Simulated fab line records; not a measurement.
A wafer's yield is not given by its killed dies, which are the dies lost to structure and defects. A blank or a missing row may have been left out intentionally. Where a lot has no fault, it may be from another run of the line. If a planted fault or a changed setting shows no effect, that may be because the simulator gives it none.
Struck lot and sound lot, side by side    flow sky130    14 out of 708 route steps
Sound: these wafers, L472.1, L472.3, L472.6. Struck: wafers L474.1, L474.4, L474.6. The cause is named last.
Order at every step that has rows: each side's tool, ch and its chambers, its first start. Under that, the readings that differ: sound wafers    struck wafers    difference of the means    sigmas: that difference in standard deviations of wafers without a fault.
alike: same words and numbers on both sides, and readings whose means sit less than 2 such deviations apart. not compared: any withheld reading, any reading some wafer has no value for, any bound like >300 that may hide the same value, and any number with overlapping values for which the record gives no deviation.
A row with sigmas, a row that says differs or no value, or rows on one side alone: a step with any of these is where the two part. Numbers that don't overlap but have no deviation are shown without sigmas and don't part them. Lack of a reading on every wafer of one side parts them only where that side has two or more wafers.

first, 2 steps without rows for these wafers: SKY_RES_PROTECT_DEVELOP_06 (develop time 60 s); SKY_POLY_GATE_IMPLANT_02.
SKY_RES_PROTECT_STRIP_07: strips in O2/N2.
  sound on plasmaAsher-03 ch 0,1, day 15 21:42; struck on plasmaAsher-01 ch 0,1, day 17 03:15
  alike: drypumpMotorCurrentA, n2FlowSccm, oesProductAu, stripTimeToEndpointS
  not compared: rfHoursCounterH
SKY_RES_PROTECT_TW_MEAS_08:
  sound on filmMetro-02, day 15 21:48; struck on filmMetro-02, day 17 03:21
  alike: POLY_GATE_TW
then, 2 steps without rows for these wafers: SKY_RES_PROTECT_CLEAN_09 (cleans in SC1/SC2, time 150 s); SKY_POLY_GATE_CVD_03 (deposits Si3N4 from DCS/NH3, target thk 75 nm, time 1290 s).
SKY_POLY_GATE_THK_MEAS_04:
  sound on filmMetro-04, day 15 23:50; struck on filmMetro-01, day 17 04:49
  alike: POLY_GATE_CVD_03_THK
then, 5 steps without rows for these wafers: SKY_POLY_GATE_DEHYDRATE_05 (time 60 s); SKY_POLY_GATE_HMDS_06 (prime time 60 s); SKY_POLY_GATE_COAT_07 (resist thk 110 nm); SKY_POLY_GATE_COAT_08 (resist thk 450 nm); SKY_POLY_GATE_SOFTBAKE_09 (time 90 s).
SKY_POLY_GATE_EXPOSE_10: exposes mask P1M, target cd 150 nm.
  struck on krfScanner-01, day 17 20:10; sound on krfScanner-01 ch 0, day 16 14:10
  no value came back on the struck wafers for exposureDoseMJCm2, focusOffsetNm (nm); on the sound wafers exposureDoseMJCm2 reads 28.010 27.977 27.995
  alike: mask
after that, 1 step had no rows for these wafers: SKY_POLY_GATE_PEB_11.

== WHERE THEY PART ==
At SKY_POLY_GATE_EXPOSE_10 and nowhere else, as far as this record goes.

WHY: the cause the simulator had injected
Step skipped in full: krfScanner-01, at SKY_POLY_GATE_EXPOSE_10, from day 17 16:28 onward. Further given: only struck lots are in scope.
